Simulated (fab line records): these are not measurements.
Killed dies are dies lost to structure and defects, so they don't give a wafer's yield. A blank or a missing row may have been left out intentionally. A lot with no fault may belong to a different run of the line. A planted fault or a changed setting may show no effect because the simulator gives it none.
fab line records	flow sky130
[record] lots = 12	wafers = 36	lastDay = 50
route steps=708 shown SONOS_TUNNEL@162 GATE_OXIDE@197 RES_PROTECT@210 POLY_GATE@229 PAD_OPEN@708
lots with no fault: from the same line, run without faults
startH: hours from the record's opening day to when the first of the lot's shown wafers began	waitH: how many hours have passed since the lot's step before this one	" unchanged from the row above	L1.1+2: several wafers, shown together as one row	- no value, or no start was given	* or withheld: withheld	< > ~ a bound
route shown NAME@n: names a module that has steps shown in the file, with the first one's number in the route	usual: the fault-free wafers' mean and standard deviation	same: alike in all rows	chamber/n: place in a boat	sites: each site's reading	_std_site: the values' standard deviation	_edge_site: mean of outer sites minus mean of inner sites	radiusMm: for every site, how far away it sits from the centre of the wafer	mask NAME#n: copy n	behind: the tool/chamber that last shaped the wafer	hold: reason for holding the lot/hours on hold/outcome of the hold	device: names the non-switching transistor (n, p or np)	end of line: tests run on the same wafers once the route is complete	for a step that has no rows: nothing shown but its recipe	killed: count of dies lost to structure and defects at first sort (not the wafer's yield)	map: a wafer's dies, marking killed ones x, the rest . and places with no die _
set.NAME: setting as actually run; set.NAME@STEP: the setting as run at that earlier step	model.NAME: the simulator's own value behind a step, which no gauge read
steps of the route over a sample of lots; a table a step, a row a wafer
services: from which hour (startH, from the record's first day; less than 0 if before it) a tool's chamber was out of use, for how many hours, and why
[[steps]]
[step SKY_SONOS_TUNNEL_OVL_MEAS_08]
[usual] SONOS_TUNNEL_OVL = -0.1/1.3
lot.wafer	tool	chamber	startH	waitH	SONOS_TUNNEL_OVL[nm]
L322.2	overlay-01	-	258.12	0.1	-1.6
L322.3	"	-	"	"	-2.0
L322.6	"	-	"	"	-0.5
L323.1	overlay-01	-	262.61	0.1	1.7
L323.5	"	-	"	"	0.2
L323.6	"	-	"	"	1.4
L327.1	overlay-02	-	302.68	0.1	-0.6
L327.3	"	-	"	"	-0.2
L327.5	"	-	"	"	-3.3
L330.1	overlay-01	-	329.01	0.1	-0.9
L330.5	"	-	"	"	-0.7
L330.6	"	-	"	"	-0.8
L331.2	overlay-01	-	334.67	0.1	1.4
L331.3	"	-	"	"	0.6
L331.6	"	-	"	"	3.5
L334.1	overlay-01	-	361.01	0.1	-0.7
L334.3	"	-	"	"	1.4
L334.5	"	-	"	"	0.4
L335.1	overlay-02	-	363.73	0.1	0.3
L335.2	"	-	"	"	-0.2
L335.5	"	-	"	"	0.3
L336.1	overlay-01	-	371.01	0.1	0.1
L336.5	"	-	"	"	1.6
L336.6	"	-	"	"	-0.7
L337.1	overlay-02	-	382.01	0.1	-0.8
L337.2	"	-	"	"	-0.6
L337.4	"	-	"	"	0.8
L342.1	overlay-02	-	415.58	0.1	-2.2
L342.4	"	-	"	"	-1.0
L342.5	"	-	"	"	-2.9
L343.2	overlay-02	-	426.24	0.1	1.6
L343.4	"	-	"	"	-0.5
L343.5	"	-	"	"	-0.9
L344.3	overlay-02	-	430.59	0.1	0.7
L344.4	"	-	"	"	-0.6
L344.6	"	-	"	"	0.2
[step SKY_GATE_OXIDE_OVL_MEAS_10]
[usual] GATE_OXIDE_OVL = -0.7/1.2
lot.wafer	tool	chamber	startH	waitH	GATE_OXIDE_OVL[nm]
L322.2	overlay-01	-	316.37	0.1	-1.0
L322.3	"	-	"	"	-1.1
L322.6	"	-	"	"	-1.3
L323.1	overlay-01	-	321.29	0.1	-0.8
L323.5	"	-	"	"	0.0
L323.6	"	-	"	"	-0.6
L327.1	overlay-02	-	375.21	0.1	-0.4
L327.3	"	-	"	"	0.0
L327.5	"	-	"	"	1.3
L330.1	overlay-02	-	391.21	0.1	-3.0
L330.5	"	-	"	"	-0.5
L330.6	"	-	"	"	-1.4
L331.2	overlay-01	-	398.93	0.1	0.2
L331.3	"	-	"	"	1.5
L331.6	"	-	"	"	1.1
L334.1	overlay-01	-	429.44	0.1	-1.6
L334.3	"	-	"	"	-1.6
L334.5	"	-	"	"	-1.7
L335.1	overlay-01	-	429.78	0.1	-0.6
L335.2	"	-	"	"	1.4
L335.5	"	-	"	"	-0.3
L336.1	overlay-01	-	438.24	0.1	-1.3
L336.5	"	-	"	"	-0.5
L336.6	"	-	"	"	-0.4
L337.1	overlay-02	-	452.39	0.1	-0.7
L337.2	"	-	"	"	1.7
L337.4	"	-	"	"	-0.8
L342.1	overlay-02	-	488.98	0.1	0.5
L342.4	"	-	"	"	-1.9
L342.5	"	-	"	"	-0.1
L343.2	overlay-01	-	497.60	0.1	0.8
L343.4	"	-	"	"	0.8
L343.5	"	-	"	"	0.8
L344.3	overlay-01	-	501.39	0.1	-2.4
L344.4	"	-	"	"	-1.5
L344.6	"	-	"	"	-0.3
[step SKY_RES_PROTECT_EXPOSE_04]
[recipe] maskId = RPM	na = 0.6	sourceShape = conventional	sigmaOuter = 0.6	polarization = unpolarized	targetCdNm = 1270	doseMj = 131
[usual] focusOffsetNm = 0.1/0.53
lot.wafer	tool	chamber	startH	waitH	mask	focusOffsetNm
L322.2	ilineStepper-02	0	333.73	-	RPM#0	-0.3
L322.3	"	0	"	"	RPM#0	0.1
L322.6	"	0	"	"	RPM#0	0.1
L323.1	ilineStepper-01	0	337.72	-	RPM#0	-0.1
L323.5	"	0	"	"	RPM#0	0.4
L323.6	"	0	"	"	RPM#0	0.2
L327.1	ilineStepper-01	0	393.28	-	RPM#0	0.4
L327.3	"	0	"	"	RPM#0	0.4
L327.5	"	0	"	"	RPM#0	0.0
L330.1	ilineStepper-02	0	410.69	-	RPM#0	-0.3
L330.5	"	0	"	"	RPM#0	-0.2
L330.6	"	0	"	"	RPM#0	0.6
L331.2	ilineStepper-01	0	419.60	-	RPM#0	1.6
L331.3	"	0	"	"	RPM#0	0.8
L331.6	"	0	"	"	RPM#0	2.1
L334.1	ilineStepper-01	0	448.54	-	RPM#0	0.0
L334.3	"	0	"	"	RPM#0	-0.5
L334.5	"	0	"	"	RPM#0	-0.5
L335.1	ilineStepper-02	0	450.40	-	TUNM#0	0.5
L335.2	"	0	"	"	TUNM#0	0.8
L335.5	"	0	"	"	TUNM#0	0.7
L336.1	ilineStepper-02	0	458.44	-	RPM#0	0.1
L336.5	"	0	"	"	RPM#0	0.4
L336.6	"	0	"	"	RPM#0	1.1
L337.1	ilineStepper-02	0	473.04	-	RPM#0	0.4
L337.2	"	0	"	"	RPM#0	0.2
L337.4	"	0	"	"	RPM#0	-0.2
L342.1	ilineStepper-02	0	507.93	-	RPM#0	0.4
L342.4	"	0	"	"	RPM#0	0.9
L342.5	"	0	"	"	RPM#0	0.5
L343.2	ilineStepper-02	0	515.64	-	RPM#0	0.5
L343.4	"	0	"	"	RPM#0	0.3
L343.5	"	0	"	"	RPM#0	-0.2
L344.3	ilineStepper-01	0	519.67	-	RPM#0	0.4
L344.4	"	0	"	"	RPM#0	0.4
L344.6	"	0	"	"	RPM#0	0.2
[step SKY_RES_PROTECT_TW_MEAS_08]
[usual] POLY_GATE_TW = 4007/20
lot.wafer	tool	chamber	startH	waitH	POLY_GATE_TW
L322.2	filmMetro-03	-	346.85	0.1	4011
L322.3	"	-	"	"	4000
L322.6	"	-	"	"	4013
L323.1	filmMetro-02	-	351.69	0.1	3985
L323.5	"	-	"	"	3998
L323.6	"	-	"	"	3994
L327.1	filmMetro-01	-	408.18	0.1	4013
L327.3	"	-	"	"	3982
L327.5	"	-	"	"	3983
L330.1	filmMetro-01	-	424.53	0.1	4011
L330.5	"	-	"	"	4017
L330.6	"	-	"	"	4011
L331.2	filmMetro-03	-	434.79	0.1	4022
L331.3	"	-	"	"	4004
L331.6	"	-	"	"	4009
L334.1	filmMetro-03	-	464.03	0.1	3991
L334.3	"	-	"	"	3984
L334.5	"	-	"	"	3984
L335.1	filmMetro-01	-	466.49	0.1	30
L335.2	"	-	"	"	30
L335.5	"	-	"	"	30
L336.1	filmMetro-03	-	473.73	0.1	3980
L336.5	"	-	"	"	3997
L336.6	"	-	"	"	3999
L337.1	filmMetro-02	-	488.39	0.1	3988
L337.2	"	-	"	"	4048
L337.4	"	-	"	"	4001
L342.1	filmMetro-02	-	522.32	0.1	3974
L342.4	"	-	"	"	4001
L342.5	"	-	"	"	4010
L343.2	filmMetro-02	-	531.45	0.1	4020
L343.4	"	-	"	"	4011
L343.5	"	-	"	"	4015
L344.3	filmMetro-01	-	535.66	0.1	4046
L344.4	"	-	"	"	4017
L344.6	"	-	"	"	4023
[step SKY_POLY_GATE_ETCH_15]
[recipe] chemistry = N2/H2	target = BARC	ionEnergyEv = 200	sourceW = 500	biasW = 100	pressureMtorr = 30	n2FlowSccm = 100	h2FlowSccm = 200	stopOn = SiO2	timeS = 118.5	targetDepthA = 1100
[usual] drypumpMotorCurrentA = 5.7/0.36	oesProductAu = 0.717/0.0049	throttleValvePct = 13.213/0.0094
lot.wafer	tool	chamber	startH	waitH	drypumpMotorCurrentA	oesProductAu	rfHoursCounterH	throttleValvePct
L322.2	rieDiel-03	3	376.30	0.0	5.8	0.711	4	13.205
L322.3	"	2	"	"	5.7	0.717	2	13.221
L322.6	"	1	"	"	6.2	0.715	-	13.224
L323.1	rieDiel-01	0	383.52	0.0	5.7	0.710	59	13.223
L323.5	"	3	"	"	5.6	0.721	-	13.202
L323.6	"	1	"	"	5.8	0.707	-	13.209
L327.1	rieDiel-03	0	442.64	0.0	6.2	0.719	95	13.210
L327.3	"	2	"	"	5.7	0.723	3	13.215
L327.5	"	2	"	"	5.7	0.724	-	13.223
L330.1	rieDiel-03	2	459.32	0.0	5.7	0.723	4	13.221
L330.5	"	0	"	"	6.2	0.716	-	13.215
L330.6	"	3	"	"	5.8	0.718	-	13.197
L331.2	rieDiel-03	1	468.05	0.0	6.2	0.715	85	13.198
L331.3	"	2	"	"	5.7	0.710	4	13.206
L331.6	"	1	"	"	6.2	0.713	-	13.207
L334.1	rieDiel-03	2	496.85	0.0	5.7	0.720	4	13.209
L334.3	"	1	"	"	6.2	0.711	85	13.212
L334.5	"	2	"	"	5.7	0.712	-	13.208
L335.1	rieDiel-03	2	499.52	0.0	5.7	0.713	5	13.202
L335.2	"	1	"	"	6.2	0.717	86	13.222
L335.5	"	3	"	"	5.8	0.715	-	13.228
L336.1	rieDiel-04	1	506.59	0.0	5.5	0.721	1	13.222
L336.5	"	1	"	"	5.5	0.720	-	13.229
L336.6	"	2	"	"	6.1	0.713	-	13.218
L337.1	rieDiel-03	0	520.17	0.0	6.2	0.709	0	13.217
L337.2	"	1	"	"	6.2	0.717	86	13.216
L337.4	"	2	"	"	5.7	0.716	5	13.211
L342.1	rieDiel-03	3	553.87	0.0	5.7	0.713	8	13.218
L342.4	"	2	"	"	5.7	0.715	-	13.202
L342.5	"	0	"	"	6.2	0.714	-	13.224
L343.2	rieDiel-01	1	563.70	0.0	5.7	0.712	7	13.235
L343.4	"	3	"	"	5.6	0.716	80	13.207
L343.5	"	1	"	"	5.8	0.722	-	13.222
L344.3	rieDiel-04	2	568.55	0.0	6.1	0.715	7	13.233
L344.4	"	3	"	"	5.1	0.720	10	13.214
L344.6	"	0	"	"	5.0	0.718	-	13.196
[step SKY_PAD_OPEN_PROBE_99]
[usual] killed_at_M0_to_M3 = 44/6	killed_at_M4_up = 3.3/2.1	killedAtContacts = 25/5.5	killedAtFrontEnd = 15/4.3	killedAtOther = 0.2/0.41	killedDies = 88/9.1	killedOpen = 48/6.6	killedShort = 39/6.7
[same] grossDies = 492	killedAtBackSide = 0
lot.wafer	tool	chamber	startH	waitH	killed_at_M0_to_M3	killed_at_M4_up	killedAtContacts	killedAtFrontEnd	killedAtOther	killedDies	killedOpen	killedShort
L322.2	prober-01	-	1076.86	0.1	32	2	28	12	0	74	44	30
L322.3	prober-01	-	1076.91	0.2	37	2	23	6	0	68	44	24
L322.6	prober-01	-	1077.06	0.2	35	0	27	17	0	79	42	37
L327.1	prober-01	-	1128.22	0.1	38	4	32	20	1	95	44	51
L327.3	prober-01	-	1128.32	0.2	32	3	24	16	0	75	41	34
L327.5	prober-01	-	1128.42	0.2	43	4	12	18	1	78	29	49
L330.1	prober-02	-	1135.47	0.1	46	0	38	13	0	97	65	32
L330.5	prober-02	-	1135.67	0.2	47	2	17	22	0	88	43	45
L330.6	prober-02	-	1135.72	0.2	46	3	21	13	0	83	41	40
L331.2	prober-02	-	1137.55	0.1	50	0	35	16	0	101	55	46
L331.3	prober-02	-	1137.60	0.2	54	1	22	19	0	96	50	46
L331.6	prober-02	-	1137.75	0.2	40	4	33	11	1	89	56	33
L334.1	prober-01	-	1155.15	0.1	46	2	19	17	0	84	40	44
L334.3	prober-01	-	1155.25	0.2	45	2	18	24	0	89	46	43
L334.5	prober-01	-	1155.35	0.2	57	2	16	21	0	96	50	46
L335.1	prober-02	-	1157.07	0.1	46	4	19	7	0	76	46	29
L335.2	prober-02	-	1157.12	0.1	36	2	19	17	0	74	42	31
L335.5	prober-02	-	1157.27	0.2	46	1	33	15	0	95	62	31
L342.1	prober-01	-	1191.33	0.1	43	2	38	11	0	94	46	48
L342.4	prober-01	-	1191.48	0.2	45	3	37	8	0	93	47	46
L342.5	prober-01	-	1191.53	0.2	43	5	25	11	0	84	46	38
L343.2	prober-02	-	1194.26	0.1	47	6	24	17	1	95	48	47
L343.4	prober-02	-	1194.36	0.2	39	7	29	13	1	89	48	41
L343.5	prober-02	-	1194.41	0.2	44	5	21	21	0	91	45	46
L344.3	prober-01	-	1196.01	0.2	55	1	24	19	0	99	51	48
L344.4	prober-01	-	1196.06	0.2	36	1	32	10	0	79	50	29
L344.6	prober-01	-	1196.16	0.2	46	2	28	26	1	103	57	46
// killed by level:class
L322.2 VIA1:geometricParticle:open=11 CONTACT:geometricParticle:open=10 LI_CONTACT:geometricParticle:open=6 LOCAL_INTERCONNECT:geometricParticle:short=5 VIA2:geometricParticle:open=5 FIELD_ISO:geometricParticle:short=3 FIELD_ISO:geometricParticle:open=3 POLY_GATE:geometricParticle:open=3
L322.3 CONTACT:geometricParticle:open=12 VIA1:geometricParticle:open=12 VIA1:geometricParticle:short=6 VIA3:geometricParticle:open=5 LI_CONTACT:geometricParticle:open=4 METAL2:geometricParticle:short=4 VIA2:geometricParticle:open=4 LOCAL_INTERCONNECT:geometricParticle:short=3
L322.6 VIA1:geometricParticle:open=12 CONTACT:geometricParticle:open=8 LI_CONTACT:geometricParticle:open=6 CONTACT:geometricParticle:short=6 POLY_GATE:geometricParticle:short=5 VIA3:geometricParticle:open=5 VIA1:geometricParticle:short=5 METAL3:geometricParticle:short=4
L327.1 CONTACT:geometricParticle:open=10 POLY_GATE:geometricParticle:short=8 VIA1:geometricParticle:open=8 VIA2:geometricParticle:open=8 LOCAL_INTERCONNECT:geometricParticle:short=6 METAL2:geometricParticle:short=6 LI_CONTACT:geometricParticle:short=5 LI_CONTACT:geometricParticle:open=5
L327.3 CONTACT:geometricParticle:open=9 VIA1:geometricParticle:open=8 POLY_GATE:geometricParticle:open=6 CONTACT:geometricParticle:short=5 VIA1:geometricParticle:short=5 METAL3:geometricParticle:short=5 LOCAL_INTERCONNECT:geometricParticle:short=4 VIA2:geometricParticle:open=4
L327.5 POLY_GATE:geometricParticle:short=10 VIA2:geometricParticle:open=9 METAL2:geometricParticle:short=7 VIA1:geometricParticle:open=5 METAL3:geometricParticle:short=5 FIELD_ISO:geometricParticle:short=4 CONTACT:geometricParticle:open=4 VIA1:geometricParticle:short=4
L330.1 CONTACT:geometricParticle:open=14 LI_CONTACT:geometricParticle:open=13 VIA1:geometricParticle:open=9 VIA3:geometricParticle:open=9 VIA2:geometricParticle:open=7 METAL2:geometricParticle:short=5 LI_CONTACT:geometricParticle:short=4 CONTACT:geometricParticle:short=4
L330.5 VIA1:geometricParticle:open=10 METAL2:geometricParticle:short=8 VIA2:geometricParticle:open=7 FIELD_ISO:geometricParticle:short=6 CONTACT:geometricParticle:short=6 VIA3:geometricParticle:open=6 POLY_GATE:geometricParticle:short=5 LI_CONTACT:geometricParticle:open=5
L330.6 CONTACT:geometricParticle:open=8 VIA1:geometricParticle:open=8 VIA2:geometricParticle:open=8 VIA3:geometricParticle:open=8 VIA1:geometricParticle:short=6 METAL1:geometricParticle:short=6 FIELD_ISO:geometricParticle:short=4 LOCAL_INTERCONNECT:geometricParticle:short=4
L331.2 VIA1:geometricParticle:open=18 CONTACT:geometricParticle:open=11 LI_CONTACT:geometricParticle:open=10 FIELD_ISO:geometricParticle:short=8 LOCAL_INTERCONNECT:geometricParticle:short=6 CONTACT:geometricParticle:short=6 VIA3:geometricParticle:short=6 VIA2:geometricParticle:open=5
L331.3 VIA1:geometricParticle:open=15 CONTACT:geometricParticle:open=10 FIELD_ISO:geometricParticle:short=8 VIA3:geometricParticle:open=8 VIA3:geometricParticle:short=6 LI_CONTACT:geometricParticle:open=5 VIA1:geometricParticle:short=5 VIA2:geometricParticle:open=5
L331.6 CONTACT:geometricParticle:open=15 VIA1:geometricParticle:open=9 VIA3:geometricParticle:open=8 LI_CONTACT:geometricParticle:open=6 FIELD_ISO:geometricParticle:open=4 LOCAL_INTERCONNECT:geometricParticle:short=4 CONTACT:geometricParticle:short=4 METAL1:geometricParticle:short=4
L334.1 VIA1:geometricParticle:open=12 VIA1:geometricParticle:short=7 VIA2:geometricParticle:open=6 LOCAL_INTERCONNECT:geometricParticle:short=6 FIELD_ISO:geometricParticle:short=5 CONTACT:geometricParticle:open=5 METAL2:geometricParticle:short=5 POLY_GATE:geometricParticle:open=4
L334.3 VIA1:geometricParticle:open=16 FIELD_ISO:geometricParticle:short=9 METAL1:geometricParticle:short=7 FIELD_ISO:geometricParticle:open=5 POLY_GATE:geometricParticle:short=5 LI_CONTACT:geometricParticle:open=5 CONTACT:geometricParticle:short=4 CONTACT:geometricParticle:open=4
L334.5 VIA1:geometricParticle:open=12 METAL1:geometricParticle:short=12 VIA2:geometricParticle:open=11 CONTACT:geometricParticle:open=8 FIELD_ISO:geometricParticle:short=6 VIA3:geometricParticle:short=5 VIA3:geometricParticle:open=5 FIELD_ISO:geometricParticle:open=4
L335.1 VIA3:geometricParticle:open=10 VIA1:geometricParticle:open=10 CONTACT:geometricParticle:open=8 METAL1:geometricParticle:short=7 LI_CONTACT:geometricParticle:open=4 CONTACT:geometricParticle:short=4 VIA2:geometricParticle:open=4 POLY_GATE:geometricParticle:open=3
L335.2 VIA2:geometricParticle:open=8 CONTACT:geometricParticle:open=7 LI_CONTACT:geometricParticle:open=7 METAL2:geometricParticle:short=7 FIELD_ISO:geometricParticle:open=5 VIA1:geometricParticle:open=5 FIELD_ISO:geometricParticle:short=3 POLY_GATE:geometricParticle:open=3
L335.5 CONTACT:geometricParticle:open=20 VIA1:geometricParticle:open=14 LI_CONTACT:geometricParticle:open=6 VIA3:geometricParticle:open=6 VIA2:geometricParticle:short=5 VIA1:geometricParticle:short=5 POLY_GATE:geometricParticle:open=4 FIELD_ISO:geometricParticle:short=3
L342.1 CONTACT:geometricParticle:open=13 VIA1:geometricParticle:open=12 CONTACT:geometricParticle:short=8 VIA1:geometricParticle:short=7 LOCAL_INTERCONNECT:geometricParticle:short=6 LI_CONTACT:geometricParticle:open=5 LI_CONTACT:geometricParticle:short=5 VIA2:geometricParticle:open=5
L342.4 CONTACT:geometricParticle:open=16 VIA1:geometricParticle:open=10 CONTACT:geometricParticle:short=7 METAL2:geometricParticle:short=7 VIA2:geometricParticle:open=6 LOCAL_INTERCONNECT:geometricParticle:short=6 METAL1:geometricParticle:short=6 VIA3:geometricParticle:open=4
L342.5 CONTACT:geometricParticle:open=10 VIA1:geometricParticle:open=9 VIA2:geometricParticle:open=8 LI_CONTACT:geometricParticle:open=5 LOCAL_INTERCONNECT:geometricParticle:short=5 METAL1:geometricParticle:short=5 VIA3:geometricParticle:short=5 POLY_GATE:geometricParticle:short=4
L343.2 METAL1:geometricParticle:short=10 VIA1:geometricParticle:open=10 LI_CONTACT:geometricParticle:open=7 CONTACT:geometricParticle:open=7 VIA3:geometricParticle:open=7 POLY_GATE:geometricParticle:short=5 CONTACT:geometricParticle:short=5 VIA2:geometricParticle:short=5
L343.4 CONTACT:geometricParticle:open=9 VIA3:geometricParticle:open=8 LI_CONTACT:geometricParticle:open=7 LOCAL_INTERCONNECT:geometricParticle:short=7 FIELD_ISO:geometricParticle:open=6 VIA1:geometricParticle:open=5 VIA2:geometricParticle:short=5 CONTACT:geometricParticle:short=4
L343.5 VIA1:geometricParticle:open=16 CONTACT:geometricParticle:open=8 FIELD_ISO:geometricParticle:open=7 VIA1:geometricParticle:short=6 POLY_GATE:geometricParticle:short=5 METAL2:geometricParticle:short=5 FIELD_ISO:geometricParticle:short=4 METAL1:geometricParticle:short=4
L344.3 VIA1:geometricParticle:open=13 VIA1:geometricParticle:short=9 LI_CONTACT:geometricParticle:open=7 CONTACT:geometricParticle:open=7 VIA2:geometricParticle:open=6 METAL2:geometricParticle:short=5 POLY_GATE:geometricParticle:short=5 VIA3:geometricParticle:open=5
L344.4 VIA1:geometricParticle:open=12 LI_CONTACT:geometricParticle:open=11 CONTACT:geometricParticle:open=11 LOCAL_INTERCONNECT:geometricParticle:short=5 METAL2:geometricParticle:short=5 POLY_GATE:geometricParticle:open=4 VIA2:geometricParticle:open=4 VIA3:geometricParticle:open=4
L344.6 CONTACT:geometricParticle:open=11 VIA1:geometricParticle:open=9 FIELD_ISO:geometricParticle:short=7 VIA1:geometricParticle:short=7 POLY_GATE:geometricParticle:open=6 LI_CONTACT:geometricParticle:open=6 METAL2:geometricParticle:short=6 FIELD_ISO:geometricParticle:open=5
[[services]]
tool	chamber	startH	hours	kind
rieDiel-01	2	310.92	7.3	repair
rieDiel-01	0	314.13	5.3	repair
rieDiel-03	-	317.10	2.8	pm
rieDiel-04	1	317.66	2.8	repair
rieDiel-01	-	322.11	1.3	repair
ilineStepper-02	-	324.09	1.9	repair
ilineStepper-01	-	325.44	1.1	repair
rieDiel-03	-	330.24	0.6	repair
rieDiel-04	-	357.57	4.3	pm
rieDiel-01	-	360.41	0.1	repair
rieDiel-01	2	373.39	39.1	repair
ilineStepper-02	-	374.92	1.1	repair
rieDiel-01	-	382.30	1.0	repair
rieDiel-04	-	388.32	2.8	pm
ilineStepper-02	-	421.82	1.7	pm
rieDiel-04	-	431.57	0.1	repair
ilineStepper-01	-	458.37	2.1	pm
rieDiel-04	2	459.67	3.2	repair
rieDiel-03	0	486.03	3.2	repair
rieDiel-03	-	487.18	0.6	repair
ilineStepper-01	-	523.07	1.7	pm
ilineStepper-02	-	525.18	2.1	pm
rieDiel-03	1	529.32	8.4	repair
rieDiel-03	0	561.72	8.3	repair
[[key]]
[firstSign] step = SKY_RES_PROTECT_EXPOSE_04	reading = mask	direction = changed
[effect] step = SKY_RES_PROTECT_TW_MEAS_08	reading = POLY_GATE_TW	direction = down	sigmas = 99+	usual = 4007	struck = 30
metAt SKY_RES_PROTECT_EXPOSE_04
struckLots L335
testerLeftOut L335
notActingAt SKY_SONOS_TUNNEL_OVL_MEAS_08,SKY_GATE_OXIDE_OVL_MEAS_10,SKY_POLY_GATE_ETCH_15
onsetBetween 410.69 450.40
[fault] kind = wrongMask	tool = any	chamber = -	onsetH = 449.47	steps = SKY_RES_PROTECT_EXPOSE_04	auxCopy = TUNM#0	scope = struckLotsOnly
// testerLeftOut: of these lots the tester's yield and bins aren't shown, on N5 and GAA mostly nor the transistor test; their killed dies are dies lost to structure and defects alone, not to doping, threshold or leakage, so they don't give the yield
